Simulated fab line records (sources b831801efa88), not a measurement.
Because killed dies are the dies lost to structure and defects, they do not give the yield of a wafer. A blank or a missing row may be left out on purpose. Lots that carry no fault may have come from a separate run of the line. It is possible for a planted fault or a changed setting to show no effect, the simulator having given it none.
Comparing a struck lot with a sound one | flow sky130 | 16 steps out of a route of 708
Sound: wafers L193.1, L193.2, L193.5. Struck: wafers L202.1, L202.2, L202.6. The cause is given at the end.
For every step that has rows: the tool of each side, followed by ch and its chambers, followed by its first start. Under that, the readings that differ: sound wafers | struck wafers | difference of the means | sigmas: that difference in standard deviations of wafers without a fault.
alike: same words and numbers on both sides, and readings whose means sit less than 2 such deviations apart. not compared: any withheld reading, any reading some wafer has no value for, any bound like >300 that may hide the same value, and any number with overlapping values for which the record gives no deviation.
The two part at a step that has a row with sigmas, a row that says differs or no value, or rows on one side only. Numbers that don't overlap but have no deviation are shown without sigmas and don't part them. A reading missing from all wafers of one side parts the sides only when that side holds two or more wafers.

SKY_VIA3_CMP_02: polishes SiO2.
  sound on cmp-01 ch 2,3, day 41 13:26; struck on cmp-01 ch 0,1,3, day 44 16:40
  alike: motor-current-A
SKY_VIA3_BOW_MEAS_03:
  struck on film-metro-04, day 44 16:58; sound on film-metro-01, day 41 13:41
  alike: VIA3_BOW
then, 8 steps without rows for these wafers: SKY_VIA3_DEHYDRATE_04 (time 60 s); SKY_VIA3_HMDS_05 (prime time 60 s); SKY_VIA3_COAT_06 (resist thk 60 nm); SKY_VIA3_COAT_07 (resist thk 450 nm); SKY_VIA3_SOFTBAKE_08 (time 90 s); SKY_VIA3_EXPOSE_09 (exposes mask VIM3, target cd 200 nm); SKY_VIA3_PEB_10; SKY_VIA3_DEVELOP_11 (develop time 60 s).
SKY_VIA3_CD_MEAS_12: the cd target is 200 nm.
  struck on cd-sem-02, day 45 14:01; sound on cd-sem-02, day 42 13:01
  alike: cd-nm
SKY_VIA3_OVL_MEAS_13:
  struck on overlay-01, day 45 14:08; sound on overlay-01, day 42 13:08
  alike: VIA3_OVL
SKY_VIA3_ETCH_14: etches BARC in N2/H2, stops on SiO2, time 45.9 s, target depth 60 nm.
  sound on rie-diel-04 ch 0,1, day 42 13:10; struck on rie-diel-01 ch 0,1,2, day 45 14:10
  reading                                     | sound              | struck            | difference                    | sigmas
  bias-w (W)                                  | 99.82 99.94 100.20 | - - -             | no value on the struck wafers |
  oes-product-au (a.u.)                       | 0.851 0.853 0.862  | 1.005 1.012 1.009 | +0.153                        | +34
  run-length-s (s)                            | 74.0 73.9 74.1     | 60.8 60.8 59.9    | -13.5                         | -33
  model.KrF-thick_of_VIA3_COAT_07.thk-nm (nm) | 392.6 391 391.9    | 406 406.5 407.3   | +15                           |
  model.etch.depth-nm (nm)                    | 60.12 60.27 60.26  | 54.38 55.43 54.99 | -5.28                         |
  alike: drypump-motor-current-A, h2-flow-sccm, throttle-valve-pct
  not compared: rf-hours-counter-h, model.VIA3.cd-nm
SKY_VIA3_ETCH_15: etches SiO2 in C4F8/O2/Ar, stops on TiN, target depth 507 nm, time 78 s.
  sound on rie-diel-04 ch 0,1, day 42 13:13; struck on rie-diel-01 ch 0,1,2, day 45 14:13
  reading                                     | sound             | struck            | difference | sigmas
  oes-product-au (a.u.)                       | 0.941 0.951 0.943 | 0.832 0.879 0.854 | -0.090     | -19
  model.KrF-thick_of_VIA3_COAT_07.thk-nm (nm) | 292.3 289.4 291.9 | 305.7 303.9 306.1 | +14.0      |
  alike: bias-w, run-length-s
  not compared: rf-hours-counter-h
SKY_VIA3_STRIP_16: strips in O2/N2.
  sound on plasma-asher-04 ch 0,1, day 42 13:16; struck on plasma-asher-02 ch 0,1, day 45 14:16
  reading                      | sound             | struck            | difference | sigmas
  strip-time-to-endpoint-s (s) | 4.157 4.113 4.136 | 4.289 4.251 4.287 | +0.140     | +5
  alike: drypump-motor-current-A, oes-product-au
  not compared: rf-hours-counter-h
then, 1 step without rows for these wafers: SKY_VIA3_STRIP_17 (strips in post etch residue remover, time 1200 s).

WHERE THEY PART
At SKY_VIA3_ETCH_14 first; at SKY_VIA3_STRIP_16 last (within this record only).

WHY: what had been put in by the simulator
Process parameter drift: rie-diel-01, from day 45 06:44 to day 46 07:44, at SKY_VIA3_ETCH_14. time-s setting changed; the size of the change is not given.
